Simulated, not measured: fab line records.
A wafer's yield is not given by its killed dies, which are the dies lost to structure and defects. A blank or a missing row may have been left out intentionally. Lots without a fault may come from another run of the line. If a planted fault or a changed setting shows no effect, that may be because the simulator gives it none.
2 desks, one fault    flow gf180mcu    every desk sees just its own numbers, and what lay behind them comes last

THE TOOL OWNER'S DESK: pecvd-01
The tool's own readings at GF_PASSIVATION_CVD_00 (deposits SiO2 from TEOS, target thk 1000 nm, time 111.95 s): means of the sampled wafers that have a number, for each lot that ran on this tool. If a lot's mean is further than 4 standard deviations from the usual mean, the lot is out of limits and carries the mark OUT (the distance appears in the brackets).
Columns: A = heater-power-outer-w at GF_PASSIVATION_CVD_00, usual 389 W; B = heater-power-w at GF_PASSIVATION_CVD_00, usual 659 W; C = rf-fwd-power-W at GF_PASSIVATION_CVD_00, usual 597.2 W
lot   first seen here  A    B    C
L541  day 28 18:10     488  774  595.5
L542  day 29 06:41     430  694  599.7
L547  day 30 13:47     427  682  595.6
L552  day 31 14:54     386  618  629.9 (+14) OUT
L553  day 32 06:41     424  697  629.6 (+14) OUT
This desk's finding: out of limits on L552, L553; first on L552, day 31 14:54 (rf-fwd-power-W at GF_PASSIVATION_CVD_00). Within limits: L541, L542, L547.

THE METROLOGY DESK
Means of the sampled wafers that have a number, per lot and without regard to the tool the lot ran on: this is what the gauges read. If a lot's mean is further than 4 standard deviations from the usual mean, the lot is out of limits and carries the mark OUT (the distance appears in the brackets).
Columns: A = MIM_ALCU_RS at GF_MIM_RS_MEAS_10, usual 0.1606 ohm/sq; B = PASSIVATION_CVD_00_THK at GF_PASSIVATION_THK_MEAS_01, usual 997 nm
lot   first seen here  A       B
L541  day 25 05:37     0.1605  995
L542  day 25 20:17     0.1615  983
L546  day 26 14:58     0.1609  1002
L547  day 27 03:17     0.1591  976
L549  day 27 20:20     0.1623  1010
L552  day 28 07:20     0.1631  1015
L553  day 29 00:32     0.1609  1016
L558  day 29 23:49     0.1593  988
L559  day 30 13:21     0.1594  997
L562  day 30 23:07     0.1597  1003
L563  day 31 01:17     0.1597  1013
Result from this desk: across the 11 lots, nothing is out of limits.

BROUGHT TOGETHER
The tool owner's desk had the chance to raise an alarm at day 31 14:54 on L552, L553.
From the metrology desk's view, nothing was out of limits.
The metrology desk holds a record of L552, L553, inside its limits.
GF_PASSIVATION_CVD_00 was run on pecvd-01 by each of the lots named.

WHAT HAD BEEN PUT IN BY THE SIMULATOR
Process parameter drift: pecvd-01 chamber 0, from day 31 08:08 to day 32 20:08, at GF_PASSIVATION_CVD_00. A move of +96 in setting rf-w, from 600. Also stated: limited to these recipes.
Lots struck among those shown: L552, L553.
Time in hours from fault onset to the first out-of-limits reading at each desk: the tool owner's desk, 7.
